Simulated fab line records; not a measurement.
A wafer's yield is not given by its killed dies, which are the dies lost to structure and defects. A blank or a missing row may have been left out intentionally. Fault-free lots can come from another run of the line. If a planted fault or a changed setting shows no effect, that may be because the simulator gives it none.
fab line records ; flow sky130
[record] lots = 13; wafers = 39; last-day = 50
route steps=708 shown GATE_OXIDE@201 LDD_P@262 LDD_HVN@271 LDD_HVP@287
lots that met no fault: from a run of the same line without faults
start-h: hours from the record's first day to the start of the lot's first wafer shown ; wait-h: hours from the lot's prior step to this one ; " same as the row above ; L1.1+2: one row covering several wafers at once ; - no value, or no start given ; * or withheld: withheld ; < > ~ a bound
route shown NAME@n: a module of which the file shows steps, and the number in the route of the first ; usual: average and standard deviation across the fault-free wafers ; same: alike in all rows ; chamber/n: place in a boat ; sites: readings site by site ; _std_site: how widely they spread, as a standard deviation ; _edge_site: inner sites' mean taken away from outer sites' mean ; radius-mm: for every site, how far away it sits from the centre of the wafer ; mask NAME#n: copy n ; behind: the tool/chamber that last shaped the wafer ; hold: cause of the lot's hold/its duration in hours/its outcome ; device: whichever transistor did not switch (one of n, p or np) ; end of line: the route-end tests of the same wafers ; a step with no rows: only its recipe ; killed: at the first sort, the dies lost to defects and structure; wafer yield is something else ; map: a wafer's dies, x killed, . not, _ none there
set.NAME: the run value of the setting; set.NAME@STEP: its run value at that earlier step ; model.NAME: the simulator's own value behind a step, which no gauge read
the route's steps for a sample of lots (tables are steps, rows are wafers)
services: from which hour (start-h, from the record's first day; less than 0 if before it) a tool's chamber was out of use, for how many hours, and why
[[steps]]
[step SKY_GATE_OXIDE_TW_MEAS_14]
[usual] GATE_OXIDE_TW = 223.8/1.5
lot.wafer;tool;chamber;start-h;wait-h;GATE_OXIDE_TW
L871.2;film-metro-01;-;300.79;0.1;223.4
L871.3;film-metro-01;-;300.79;0.1;224.8
L871.4;film-metro-01;-;300.79;0.1;224.9
L872.3;film-metro-04;-;318.23;0.1;221.5
L872.5;film-metro-04;-;318.23;0.1;220.9
L872.6;film-metro-04;-;318.23;0.1;222.7
L873.2;film-metro-01;-;320.36;0.1;223.2
L873.4;film-metro-01;-;320.36;0.1;223.3
L873.6;film-metro-01;-;320.36;0.1;222.3
L875.2;film-metro-01;-;335.83;0.1;222.9
L875.4;film-metro-01;-;335.83;0.1;224.0
L875.5;film-metro-01;-;335.83;0.1;223.3
L876.1;film-metro-04;-;360.00;0.1;221.1
L876.3;film-metro-04;-;360.00;0.1;221.8
L876.4;film-metro-04;-;360.00;0.1;221.9
L878.1;film-metro-03;-;371.00;0.1;226.5
L878.2;film-metro-03;-;371.00;0.1;225.2
L878.4;film-metro-03;-;371.00;0.1;225.9
L880.3;film-metro-03;-;386.79;0.1;225.1
L880.4;film-metro-03;-;386.79;0.1;223.9
L880.5;film-metro-03;-;386.79;0.1;223.9
L881.3;film-metro-01;-;393.37;0.1;224.3
L881.4;film-metro-01;-;393.37;0.1;223.9
L881.5;film-metro-01;-;393.37;0.1;224.4
L883.4;film-metro-01;-;411.95;0.1;225.1
L883.5;film-metro-01;-;411.95;0.1;225.5
L883.6;film-metro-01;-;411.95;0.1;225.1
L888.2;film-metro-03;-;451.07;0.1;223.5
L888.3;film-metro-03;-;451.07;0.1;223.1
L888.5;film-metro-03;-;451.07;0.1;223.4
L890.2;film-metro-03;-;474.26;0.1;225.9
L890.4;film-metro-03;-;474.26;0.1;224.3
L890.6;film-metro-03;-;474.26;0.1;224.8
L893.1;film-metro-03;-;494.27;0.1;225.4
L893.3;film-metro-03;-;494.27;0.1;225.1
L893.4;film-metro-03;-;494.27;0.1;224.1
L894.2;film-metro-03;-;500.83;0.1;224.6
L894.3;film-metro-03;-;500.83;0.1;225.3
L894.6;film-metro-03;-;500.83;0.1;224.2
[step SKY_LDD_P_CD_MEAS_07]
[recipe] target-cd-nm = 380
[usual] cd-nm = 379.3/2.4
lot.wafer;tool;chamber;start-h;wait-h;cd-nm
L871.2;cd-sem-02;-;425.50;0.2;373.7
L871.3;cd-sem-02;-;425.50;0.2;372.3
L871.4;cd-sem-02;-;425.50;0.2;372.6
L872.3;cd-sem-02;-;443.12;0.2;380.3
L872.5;cd-sem-02;-;443.12;0.2;379.9
L872.6;cd-sem-02;-;443.12;0.2;380.7
L873.2;cd-sem-02;-;447.28;0.1;381.5
L873.4;cd-sem-02;-;447.28;0.1;381.7
L873.6;cd-sem-02;-;447.28;0.1;382.2
L875.2;cd-sem-02;-;465.48;0.1;380.1
L875.4;cd-sem-02;-;465.48;0.1;382.8
L875.5;cd-sem-02;-;465.48;0.1;377.8
L876.1;cd-sem-01;-;492.14;0.1;377.1
L876.3;cd-sem-01;-;492.14;0.1;379.0
L876.4;cd-sem-01;-;492.14;0.1;380.5
L878.1;cd-sem-01;-;500.74;0.1;377.8
L878.2;cd-sem-01;-;500.74;0.1;375.4
L878.4;cd-sem-01;-;500.74;0.1;377.6
L880.3;cd-sem-02;-;519.15;0.1;382.5
L880.4;cd-sem-02;-;519.15;0.1;381.5
L880.5;cd-sem-02;-;519.15;0.1;382.0
L881.3;cd-sem-02;-;527.78;0.1;382.9
L881.4;cd-sem-02;-;527.78;0.1;379.3
L881.5;cd-sem-02;-;527.78;0.1;380.3
L883.4;cd-sem-01;-;543.95;0.1;377.0
L883.5;cd-sem-01;-;543.95;0.1;378.2
L883.6;cd-sem-01;-;543.95;0.1;376.8
L888.2;cd-sem-01;-;585.68;0.1;379.1
L888.3;cd-sem-01;-;585.68;0.1;376.2
L888.5;cd-sem-01;-;585.68;0.1;381.6
L890.2;cd-sem-02;-;600.01;0.1;379.5
L890.4;cd-sem-02;-;600.01;0.1;379.3
L890.6;cd-sem-02;-;600.01;0.1;379.5
L893.1;cd-sem-02;-;620.71;0.1;376.0
L893.3;cd-sem-02;-;620.71;0.1;376.9
L893.4;cd-sem-02;-;620.71;0.1;376.8
L894.2;cd-sem-02;-;627.03;0.1;383.2
L894.3;cd-sem-02;-;627.03;0.1;383.6
L894.6;cd-sem-02;-;627.03;0.1;381.4
[step SKY_LDD_HVN_EXPOSE_04]
[recipe] mask-id = HVNTM; na = 0.6; source-shape = conventional; sigma-outer = 0.6; polarization = unpolarized; target-cd-nm = 700; dose-mj = 127
[usual] reticle-temp-C = 23.00/0.1
lot.wafer;tool;chamber;start-h;wait-h;mask;reticle-temp-C
L871.2;iline-stepper-02;0;441.88;-;HVNTM#0;23.06
L871.3;iline-stepper-02;0;441.88;-;HVNTM#0;23.02
L871.4;iline-stepper-02;0;441.88;-;HVNTM#0;22.92
L872.3;iline-stepper-01;0;459.00;-;HVNTM#0;23.09
L872.5;iline-stepper-01;0;459.00;-;HVNTM#0;22.85
L872.6;iline-stepper-01;0;459.00;-;HVNTM#0;22.89
L873.2;iline-stepper-02;0;463.21;-;HVNTM#0;22.98
L873.4;iline-stepper-02;0;463.21;-;HVNTM#0;23.06
L873.6;iline-stepper-02;0;463.21;-;HVNTM#0;22.96
L875.2;iline-stepper-02;0;481.82;-;HVNTM#0;23.00
L875.4;iline-stepper-02;0;481.82;-;HVNTM#0;22.98
L875.5;iline-stepper-02;0;481.82;-;HVNTM#0;23.03
L876.1;iline-stepper-01;0;507.71;-;HVNTM#0;23.21
L876.3;iline-stepper-01;0;507.71;-;HVNTM#0;23.16
L876.4;iline-stepper-01;0;507.71;-;HVNTM#0;23.10
L878.1;iline-stepper-02;0;517.09;-;HVNTM#0;22.82
L878.2;iline-stepper-02;0;517.09;-;HVNTM#0;22.76
L878.4;iline-stepper-02;0;517.09;-;HVNTM#0;22.85
L880.3;iline-stepper-02;0;534.55;-;HVNTM#0;23.12
L880.4;iline-stepper-02;0;534.55;-;HVNTM#0;23.01
L880.5;iline-stepper-02;0;534.55;-;HVNTM#0;22.85
L881.3;iline-stepper-01;0;543.75;-;HVNTM#0;23.02
L881.4;iline-stepper-01;0;543.75;-;HVNTM#0;22.85
L881.5;iline-stepper-01;0;543.75;-;HVNTM#0;23.03
L883.4;iline-stepper-02;0;559.50;-;PSDM#0;22.96
L883.5;iline-stepper-02;0;559.50;-;PSDM#0;22.95
L883.6;iline-stepper-02;0;559.50;-;PSDM#0;23.09
L888.2;iline-stepper-01;0;600.18;-;HVNTM#0;22.98
L888.3;iline-stepper-01;0;600.18;-;HVNTM#0;23.06
L888.5;iline-stepper-01;0;600.18;-;HVNTM#0;23.03
L890.2;iline-stepper-02;0;615.61;-;HVNTM#0;22.95
L890.4;iline-stepper-02;0;615.61;-;HVNTM#0;22.95
L890.6;iline-stepper-02;0;615.61;-;HVNTM#0;23.01
L893.1;iline-stepper-02;0;635.83;-;HVNTM#0;23.09
L893.3;iline-stepper-02;0;635.83;-;HVNTM#0;23.13
L893.4;iline-stepper-02;0;635.83;-;HVNTM#0;23.01
L894.2;iline-stepper-02;0;643.13;-;HVNTM#0;22.92
L894.3;iline-stepper-02;0;643.13;-;HVNTM#0;23.13
L894.6;iline-stepper-02;0;643.13;-;HVNTM#0;22.92
[step SKY_LDD_HVN_OVL_MEAS_07]
[usual] LDD_HVN_OVL = 0.5/1.4
lot.wafer;tool;chamber;start-h;wait-h;LDD_HVN_OVL[nm]
L871.2;overlay-02;-;457.22;0.1;-0.8
L871.3;overlay-02;-;457.22;0.1;2.5
L871.4;overlay-02;-;457.22;0.1;-0.1
L872.3;overlay-01;-;474.25;0.1;1.7
L872.5;overlay-01;-;474.25;0.1;-0.5
L872.6;overlay-01;-;474.25;0.1;1.5
L873.2;overlay-02;-;478.27;0.1;1.1
L873.4;overlay-02;-;478.27;0.1;1.4
L873.6;overlay-02;-;478.27;0.1;2.3
L875.2;overlay-02;-;496.92;0.1;-1.0
L875.4;overlay-02;-;496.92;0.1;-0.8
L875.5;overlay-02;-;496.92;0.1;-2.2
L876.1;overlay-02;-;523.06;0.1;-2.9
L876.3;overlay-02;-;523.06;0.1;-2.2
L876.4;overlay-02;-;523.06;0.1;-0.7
L878.1;overlay-02;-;531.31;0.1;-0.1
L878.2;overlay-02;-;531.31;0.1;-0.9
L878.4;overlay-02;-;531.31;0.1;-1.9
L880.3;overlay-01;-;550.02;0.1;-0.1
L880.4;overlay-01;-;550.02;0.1;-0.7
L880.5;overlay-01;-;550.02;0.1;-0.3
L881.3;overlay-02;-;558.27;0.1;3.7
L881.4;overlay-02;-;558.27;0.1;1.3
L881.5;overlay-02;-;558.27;0.1;2.8
L883.4;overlay-01;-;573.98;0.1;-
L883.5;overlay-01;-;573.98;0.1;-
L883.6;overlay-01;-;573.98;0.1;-
L888.2;overlay-01;-;614.87;0.1;0.0
L888.3;overlay-01;-;614.87;0.1;1.5
L888.5;overlay-01;-;614.87;0.1;1.4
L890.2;overlay-02;-;629.54;0.1;0.9
L890.4;overlay-02;-;629.54;0.1;0.1
L890.6;overlay-02;-;629.54;0.1;0.0
L893.1;overlay-02;-;650.14;0.1;-0.9
L893.3;overlay-02;-;650.14;0.1;-0.2
L893.4;overlay-02;-;650.14;0.1;0.3
L894.2;overlay-01;-;657.02;0.1;0.8
L894.3;overlay-01;-;657.02;0.1;3.4
L894.6;overlay-01;-;657.02;0.1;-0.1
[step SKY_LDD_HVN_TW_MEAS_10]
[usual] LDD_HVN_TW = 1438/9.8
lot.wafer;tool;chamber;start-h;wait-h;LDD_HVN_TW
L871.2;film-metro-02;-;457.51;0.1;1457
L871.3;film-metro-02;-;457.51;0.1;1450
L871.4;film-metro-02;-;457.51;0.1;1451
L872.3;film-metro-02;-;474.54;0.1;1448
L872.5;film-metro-02;-;474.54;0.1;1451
L872.6;film-metro-02;-;474.54;0.1;1456
L873.2;film-metro-01;-;478.56;0.1;1427
L873.4;film-metro-01;-;478.56;0.1;1429
L873.6;film-metro-01;-;478.56;0.1;1439
L875.2;film-metro-04;-;497.21;0.1;1431
L875.4;film-metro-04;-;497.21;0.1;1424
L875.5;film-metro-04;-;497.21;0.1;1426
L876.1;film-metro-04;-;523.35;0.1;1422
L876.3;film-metro-04;-;523.35;0.1;1417
L876.4;film-metro-04;-;523.35;0.1;1415
L878.1;film-metro-01;-;531.75;0.1;1446
L878.2;film-metro-01;-;531.75;0.1;1446
L878.4;film-metro-01;-;531.75;0.1;1443
L880.3;film-metro-04;-;550.32;0.1;1440
L880.4;film-metro-04;-;550.32;0.1;1447
L880.5;film-metro-04;-;550.32;0.1;1440
L881.3;film-metro-04;-;558.63;0.1;1429
L881.4;film-metro-04;-;558.63;0.1;1428
L881.5;film-metro-04;-;558.63;0.1;1433
L883.4;film-metro-02;-;574.28;0.1;30
L883.5;film-metro-02;-;574.28;0.1;30
L883.6;film-metro-02;-;574.28;0.1;30
L888.2;film-metro-04;-;615.16;0.1;1424
L888.3;film-metro-04;-;615.16;0.1;1429
L888.5;film-metro-04;-;615.16;0.1;1435
L890.2;film-metro-01;-;629.83;0.1;1444
L890.4;film-metro-01;-;629.83;0.1;1442
L890.6;film-metro-01;-;629.83;0.1;1442
L893.1;film-metro-02;-;650.42;0.1;1446
L893.3;film-metro-02;-;650.42;0.1;1449
L893.4;film-metro-02;-;650.42;0.1;1448
L894.2;film-metro-01;-;657.31;0.1;1435
L894.3;film-metro-01;-;657.31;0.1;1434
L894.6;film-metro-01;-;657.31;0.1;1431
[step SKY_LDD_HVP_STRIP_09]
[recipe] chemistry = O2/N2; power-w = 1400; pressure-mtorr = 1500; platen-temp-c = withheld; o2-flow-sccm = 3000; n2-flow-sccm = 300; overash-fraction = 0.5
[usual] drypump-motor-current-A = 5.5/0.65; oes-product-au = 0.409/0.0042; strip-time-to-endpoint-s = 4.139/0.014
lot.wafer;tool;chamber;start-h;wait-h;drypump-motor-current-A;oes-product-au;rf-hours-counter-h;strip-time-to-endpoint-s
L871.2;plasma-asher-04;1;488.49;0.1;4.9;0.405;37;4.132
L871.3;plasma-asher-04;0;488.49;0.1;6.3;0.409;-;4.130
L871.4;plasma-asher-04;1;488.49;0.1;5.0;0.411;-;4.144
L872.3;plasma-asher-04;1;504.98;0.1;4.9;0.409;-;4.142
L872.5;plasma-asher-04;1;504.98;0.1;4.9;0.405;-;4.147
L872.6;plasma-asher-04;0;504.98;0.1;6.4;0.411;-;4.155
L873.2;plasma-asher-04;1;509.75;0.1;4.9;0.412;40;4.133
L873.4;plasma-asher-04;0;509.75;0.1;6.3;0.412;-;4.156
L873.6;plasma-asher-04;0;509.75;0.1;6.3;0.403;-;4.152
L875.2;plasma-asher-03;0;528.00;0.1;6.0;0.410;72;4.162
L875.4;plasma-asher-03;0;528.00;0.1;6.0;0.410;-;4.159
L875.5;plasma-asher-03;1;528.00;0.1;6.0;0.411;-;4.142
L876.1;plasma-asher-04;1;554.39;0.1;4.9;0.409;45;4.126
L876.3;plasma-asher-04;0;554.39;0.1;6.3;0.409;-;4.138
L876.4;plasma-asher-04;1;554.39;0.1;4.9;0.407;-;4.153
L878.1;plasma-asher-04;1;562.24;0.1;4.9;0.409;46;4.103
L878.2;plasma-asher-04;0;562.24;0.1;6.3;0.401;46;4.115
L878.4;plasma-asher-04;1;562.24;0.1;4.9;0.404;-;4.112
L880.3;plasma-asher-04;1;580.18;0.1;4.9;0.417;-;4.131
L880.4;plasma-asher-04;0;580.18;0.1;6.4;0.407;-;4.135
L880.5;plasma-asher-04;1;580.18;0.1;5.0;0.414;-;4.151
L881.3;plasma-asher-01;1;587.08;0.1;5.0;0.415;-;4.129
L881.4;plasma-asher-01;0;587.08;0.1;4.9;0.405;-;4.121
L881.5;plasma-asher-01;0;587.08;0.1;4.9;0.404;-;4.112
L883.4;plasma-asher-04;0;603.28;0.1;6.3;0.408;-;4.140
L883.5;plasma-asher-04;1;603.28;0.1;5.0;0.417;-;4.151
L883.6;plasma-asher-04;0;603.28;0.1;6.3;0.407;-;4.126
L888.2;plasma-asher-01;1;644.20;0.1;5.0;0.419;17;4.139
L888.3;plasma-asher-01;0;644.20;0.1;4.8;0.410;-;4.147
L888.5;plasma-asher-01;0;644.20;0.1;4.8;0.411;-;4.136
L890.2;plasma-asher-03;1;659.34;0.1;6.0;0.415;86;4.145
L890.4;plasma-asher-03;1;659.34;0.1;6.0;0.414;-;4.162
L890.6;plasma-asher-03;0;659.34;0.1;6.0;0.411;-;4.157
L893.1;plasma-asher-03;1;678.79;0.1;6.0;0.412;88;4.150
L893.3;plasma-asher-03;1;678.79;0.1;6.0;0.409;-;4.136
L893.4;plasma-asher-03;0;678.79;0.1;6.0;0.409;-;4.122
L894.2;plasma-asher-04;0;685.77;0.1;6.3;0.413;58;4.145
L894.3;plasma-asher-04;0;685.77;0.1;6.4;0.411;-;4.154
L894.6;plasma-asher-04;0;685.77;0.1;6.4;0.412;-;4.130
[[services]]
tool;chamber;start-h;hours;kind
plasma-asher-01;-;421.25;9.0;pm
plasma-asher-01;0;421.25;9.0;vent-cycle
plasma-asher-01;1;421.25;9.0;vent-cycle
plasma-asher-01;0;430.25;-;clean
plasma-asher-01;1;430.25;-;clean
plasma-asher-01;-;468.55;28.1;pm
plasma-asher-01;-;520.03;14.3;repair
iline-stepper-02;0;521.95;-;calibration
iline-stepper-01;-;527.72;1.7;pm
iline-stepper-02;-;529.39;1.7;pm
plasma-asher-03;-;558.32;0.5;repair
iline-stepper-01;0;604.24;-;calibration
iline-stepper-02;-;651.75;4.4;pm
plasma-asher-04;-;675.47;1.3;repair
plasma-asher-01;-;677.29;24.6;repair
[[key]]
[first-sign] step = SKY_LDD_HVN_EXPOSE_04; reading = mask; direction = changed
[effect] step = SKY_LDD_HVN_OVL_MEAS_07; reading = LDD_HVN_OVL; direction = missing
[effect] step = SKY_LDD_HVN_TW_MEAS_10; reading = LDD_HVN_TW; direction = down; sigmas = 99+; usual = 1438; struck = 30
met-at SKY_LDD_HVN_EXPOSE_04
struck-lots L883
sort-left-out L883.4,L883.5,L883.6
tester-left-out L883
not-acting-at SKY_GATE_OXIDE_TW_MEAS_14,SKY_LDD_P_CD_MEAS_07,SKY_LDD_HVP_STRIP_09
onset-between 534.55 559.50
[fault] kind = wrong-mask; tool = any; chamber = -; onset-h = 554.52; steps = SKY_LDD_HVN_EXPOSE_04; aux-copy = PSDM#0; scope = struck-lots-only
// tester-left-out: of these lots the tester's yield and bins aren't shown, on N5 and GAA mostly nor the transistor test; their killed dies are dies lost to structure and defects alone, not to doping, threshold or leakage, so they don't give the yield
// sort-left-out: the simulated sort isn't trusted on such a fault, so these wafers' sort isn't shown, and their yield isn't known
